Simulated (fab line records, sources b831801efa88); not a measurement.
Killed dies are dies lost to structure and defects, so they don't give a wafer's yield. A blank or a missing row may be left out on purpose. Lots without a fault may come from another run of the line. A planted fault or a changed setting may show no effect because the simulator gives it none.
Which tool did it? | flow sky130 | 15 lots, 45 wafers sampled, at 3 steps of a route of 708

WHAT THE GAUGES READ, wafer by wafer
SKY_LI_CONTACT_OVL_MEAS_13.
lot  | measured     | on         | LI_CONTACT_OVL (nm)
L494 | day 29 04:16 | overlay-01 | 5 7 -1
L496 | day 29 17:38 | overlay-01 | 7 2 6
L500 | day 30 23:50 | overlay-01 | 2 4 9
L502 | day 31 22:40 | overlay-01 | 4 -7 -4
L504 | day 32 10:53 | overlay-02 | -3 -5 -8
L505 | day 32 19:14 | overlay-02 | 2 2 6
L506 | day 33 05:40 | overlay-01 | 0 0 5
L507 | day 33 11:38 | overlay-01 | 2 0 6
L508 | day 33 22:02 | overlay-01 | 0 -4 -1
L509 | day 34 20:20 | overlay-02 | 1 4 4
L512 | day 35 05:47 | overlay-02 | 4 2 8
L513 | day 35 23:11 | overlay-02 | -1 5 -8
L514 | day 35 22:56 | overlay-02 | -2 -4 -6
L516 | day 36 05:36 | overlay-01 | 9 7 8
L517 | day 36 12:01 | overlay-01 | 4 -2 3

WHICH TOOL RAN EACH LOT (tool, then ch and the chambers of the sampled wafers, then the start)
lot  | SKY_LDD_LDN_STRIP_12                 | SKY_SD_N_DEVELOP_06
L494 | plasma_asher-03 ch 0,1, day 22 20:44 | litho_track-04 ch 0, day 27 21:44
L496 | plasma_asher-04 ch 0,1, day 23 09:53 | litho_track-02 ch 0, day 28 10:13
L500 | plasma_asher-03 ch 0,1, day 24 20:50 | litho_track-02 ch 0, day 29 17:47
L502 | plasma_asher-04 ch 0,1, day 25 18:58 | litho_track-04 ch 0, day 30 14:17
L504 | plasma_asher-04 ch 0,1, day 26 12:47 | litho_track-02 ch 0, day 31 06:20
L505 | plasma_asher-03 ch 0,1, day 26 17:32 | litho_track-01 ch 0, day 31 13:58
L506 | plasma_asher-03 ch 0,1, day 27 07:02 | litho_track-02 ch 0, day 32 01:05
L507 | plasma_asher-03 ch 0,1, day 27 12:20 | litho_track-02, day 32 06:11
L508 | plasma_asher-03 ch 0,1, day 28 01:23 | litho_track-02, day 32 17:35
L509 | plasma_asher-03 ch 0,1, day 29 00:23 | litho_track-04, day 33 15:20
L512 | plasma_asher-04 ch 1, day 29 12:44   | litho_track-01 ch 0, day 34 00:52
L513 | plasma_asher-03 ch 1, day 29 19:10   | litho_track-01 ch 0, day 34 19:07
L514 | plasma_asher-03 ch 0,1, day 30 05:34 | litho_track-04 ch 0, day 34 18:47
L516 | plasma_asher-02 ch 0,1, day 30 13:01 | litho_track-04 ch 0, day 35 01:08
L517 | plasma_asher-03 ch 0,1, day 30 18:56 | litho_track-01 ch 0, day 35 08:46
- SKY_LDD_LDN_STRIP_12: strips in O2/N2.
- SKY_SD_N_DEVELOP_06: develop time 60 s.

WHAT THE TOOLS THEMSELVES READ (means of the sampled wafers that have a number; where no wafer has one, the mark that the record gives instead)
SKY_LDD_LDN_STRIP_12.
lot  | tool            | drypump_motor_current_A (A) | oes_product_au (a.u.) | strip_time_to_endpoint_s (s)
L494 | plasma_asher-03 | 5.6                         | 0.715                 | 14.20
L496 | plasma_asher-04 | 5.6                         | 0.713                 | 14.27
L500 | plasma_asher-03 | 5.9                         | 0.718                 | 14.19
L502 | plasma_asher-04 | 5.8                         | 0.713                 | 14.14
L504 | plasma_asher-04 | 5.8                         | 0.715                 | 14.17
L505 | plasma_asher-03 | 5.7                         | 0.710                 | 14.21
L506 | plasma_asher-03 | 5.9                         | 0.712                 | 14.23
L507 | plasma_asher-03 | 5.6                         | 0.714                 | 14.20
L508 | plasma_asher-03 | 5.9                         | 0.723                 | 14.19
L509 | plasma_asher-03 | 5.6                         | 0.710                 | 14.18
L512 | plasma_asher-04 | 5.4                         | 0.717                 | 14.19
L513 | plasma_asher-03 | 5.3                         | 0.717                 | 14.19
L514 | plasma_asher-03 | 5.6                         | 0.716                 | 14.16
L516 | plasma_asher-02 | 5.8                         | 0.713                 | 14.22
L517 | plasma_asher-03 | 5.9                         | 0.718                 | 14.14

SKY_SD_N_DEVELOP_06.
lot  | tool           | chill_plate_temp_C (C) | developer_temp_C (C)
L494 | litho_track-04 | 22.87                  | 23.05
L496 | litho_track-02 | 23.18                  | 22.97
L500 | litho_track-02 | 23.07                  | 22.93
L502 | litho_track-04 | 22.91                  | 23.08
L504 | litho_track-02 | 22.99                  | 23.03
L505 | litho_track-01 | 23.04                  | 23.05
L506 | litho_track-02 | 22.89                  | 23.08
L507 | litho_track-02 | -                      | -
L508 | litho_track-02 | -                      | -
L509 | litho_track-04 | -                      | -
L512 | litho_track-01 | 22.98                  | 22.94
L513 | litho_track-01 | 22.84                  | 23.17
L514 | litho_track-04 | 22.86                  | 22.98
L516 | litho_track-04 | 22.92                  | 23.05
L517 | litho_track-01 | 22.97                  | 23.04

THE ANSWER, worked out from the rows above alone
Rule: what is usual is taken from the lots themselves. Put in order of their means at a reading, lots are off if they are a third of the lots or fewer, leave a main group of 4 or more, and stand apart from it by a gap of 3 or more times the standard deviation of the main group's means; of several such gaps the widest counts. A main group whose means are all the same, to the digits that the tables above print for the reading, isn't used. A lot without any number at a reading at which 4 lots or more have one is off too. The other lots that the step has rows for count as sound. The gauges are gone through in route order, then the tools' own readings, and for those a lot's mean is taken as printed above. The first step at which some lot is off is used, and at that step the reading that is off furthest; a lot without a number counts as furthest.
Off: L507, L508, L509, at SKY_SD_N_DEVELOP_06 (chill_plate_temp_C). Without a number there: L507, L508, L509. The main group: mean 22.96 C, standard deviation 0.096.
A tool fits if, at that step or a process step before it, it ran every lot that is off, and no sound lot after the first of them. None of those tried fits.

WHAT THE SIMULATOR HAD PUT IN
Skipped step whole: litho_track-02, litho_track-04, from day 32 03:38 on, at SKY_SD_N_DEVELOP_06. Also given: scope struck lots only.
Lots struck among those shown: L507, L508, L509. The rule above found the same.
